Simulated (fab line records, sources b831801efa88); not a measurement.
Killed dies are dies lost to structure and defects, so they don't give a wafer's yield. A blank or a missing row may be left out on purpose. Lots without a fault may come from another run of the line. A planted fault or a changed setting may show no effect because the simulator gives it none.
Chamber matching | flow gf180mcu | GF_POLY_GATE_ETCH_13 on rie_si-01: 4 sister chambers
The step etches poly-Si in HBr/Cl2, stops on SiO2, target depth 198.5 nm, time 69.6 s. 4 wafers are shown with their chamber, then 8 later ones without.

WAFERS WITH THEIR CHAMBER
wafer  | chamber | drypump_motor_current_A (A)
L349.4 | 0       | 6.6
L355.1 | 1       | 5.5
L355.5 | 2       | 5.5
L357.3 | 3       | 5.5

WAFERS WITHOUT THEIR CHAMBER
wafer  | drypump_motor_current_A (A)
L357.5 | 6.7
L357.6 | 5.5
L361.2 | 6.7
L361.3 | 5.5
L361.6 | 6.6
L370.1 | 6.6
L370.2 | 5.5
L370.4 | 5.5

WHICH CHAMBER EACH WENT THROUGH
wafer  | from the rows above          | in truth
L357.5 | 0                            | 0
L357.6 | can't be placed: 1 or 2 or 3 | 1
L361.2 | 0                            | 0
L361.3 | can't be placed: 1 or 2 or 3 | 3
L361.6 | 0                            | 0
L370.1 | 0                            | 0
L370.2 | can't be placed: 1 or 2 or 3 | 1
L370.4 | can't be placed: 1 or 2 or 3 | 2
Placed correctly: 4 of 8. Can't be placed from these rows: 4 (the true chamber is among the candidates in 4). Placed wrongly: 0.
How it was worked out, from the rows above alone: a wafer's distance from a chamber is the root of the sum, over the readings, of the square of ((its reading less the chamber's mean) divided by the reading's scatter). The wafer belongs to the nearest chamber; if the next one is less than 2 further off, it can't be placed. A chamber's mean is the mean of its shown wafers. The scatter: with one shown wafer a chamber, the root of the mean of the squares of how far each hidden wafer lies from its nearest shown one.
